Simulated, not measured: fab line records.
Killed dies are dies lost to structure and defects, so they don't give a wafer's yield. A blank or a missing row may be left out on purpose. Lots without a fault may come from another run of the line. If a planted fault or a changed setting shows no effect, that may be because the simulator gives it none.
Problem report, 8D (eight disciplines) form, completed by code / flow sky130 / the parts of the form that need people (team, actions taken, sign-off) are left out

== 1. THE PROBLEM ==
Wafers without a fault read 23.00 C, standard deviation 0.12; developer temp C at SKY_CAP2M_DEVELOP_11 reads a mean of 25.35 C on 6 wafers belonging to 2 lots. That is +20 standard deviations from the usual mean.
The step: develop time 60 s.
The first sign was on wafer L462.1 at day 47 00:10, on litho track-04. The record has a number at this step for 18 wafers belonging to 6 lots. The rule behind "out" and "out of limits": a value lying over 4 standard deviations away from the usual mean. Any other wafer with a number is counted as sound.

== 2. WHAT THIS IS AND IS NOT ==
question=which readings at this step | is=developer temp C | is not=-
question=which lots | is=L461, L462 | is not=L441, L449, L450, L463
question=which wafers of those lots | is=all that have a number | is not=-
question=read on which tools | is=litho track-04 | is not=litho track-03
question=when | is=from day 47 00:10 | is not=up to then (9 sound wafers); but 3 sound wafers of L463 came after

== 3. SUSPECTS, AND WHAT RULES EACH OUT ==
Counting: a tool stays on the suspect list if, at a process step up to the reading, it processed all lots that are out and no sound lot following the first of them.
- pvd sputter-04 at SKY_CAP2M_SPUTTER_02 (material TiN, target thk 200 nm, time 166.7 s): kept. Every lot that is out went through it, starting with L462 (day 46 04:11), and after that it ran no sound lot; the last sound lot it ran before then is L450 (day 43 05:05).
- litho track-04 at SKY_CAP2M_DEVELOP_11 (develop time 60 s): kept. Every lot that is out went through it, starting with L462 (day 47 00:10), and after that it ran no sound lot; the last sound lot it ran before then is L450 (day 44 03:37). Its own developer temp C readings are out on those wafers.
Remaining after the count are pvd sputter-04 at SKY_CAP2M_SPUTTER_02 and litho track-04 at SKY_CAP2M_DEVELOP_11.

== 4. THE CAUSE (what the simulator had put in) ==
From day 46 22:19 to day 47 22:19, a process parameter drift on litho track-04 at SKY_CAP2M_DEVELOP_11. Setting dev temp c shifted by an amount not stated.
This tool is one of the 2 suspects left after counting.

== 5. THE CHAIN OF EFFECTS, in route order ==
Rows list readings where the struck wafers' mean (over those with a number) sits beyond 3 standard deviations from the usual. Readings are gone through only where the record gives a usual standard deviation; hours: the median, over the lots, of the time from a lot's start at the first step in this table giving one to that lot's start at this step; sigmas: the change measured in usual standard deviations.
hours=0; step=SKY_CAP2M_DEVELOP_11; reading=developer temp C; usual=23.00 C; on struck wafers=25.35; change=+2.35; sigmas=+20
Here are the process steps it includes:
- SKY_CAP2M_DEVELOP_11: develop time 60 s.
Later measuring or inspecting steps at which every struck wafer that the step has a row for has a number for every such reading, and none has moved that far: SKY_CAP2M_OVL_MEAS_12.

== 6. HOW IT WOULD HAVE BEEN CAUGHT EARLIER ==
First out-of-limits reading in this record: day 47 00:10, which is 2 hours after fault onset at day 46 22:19.
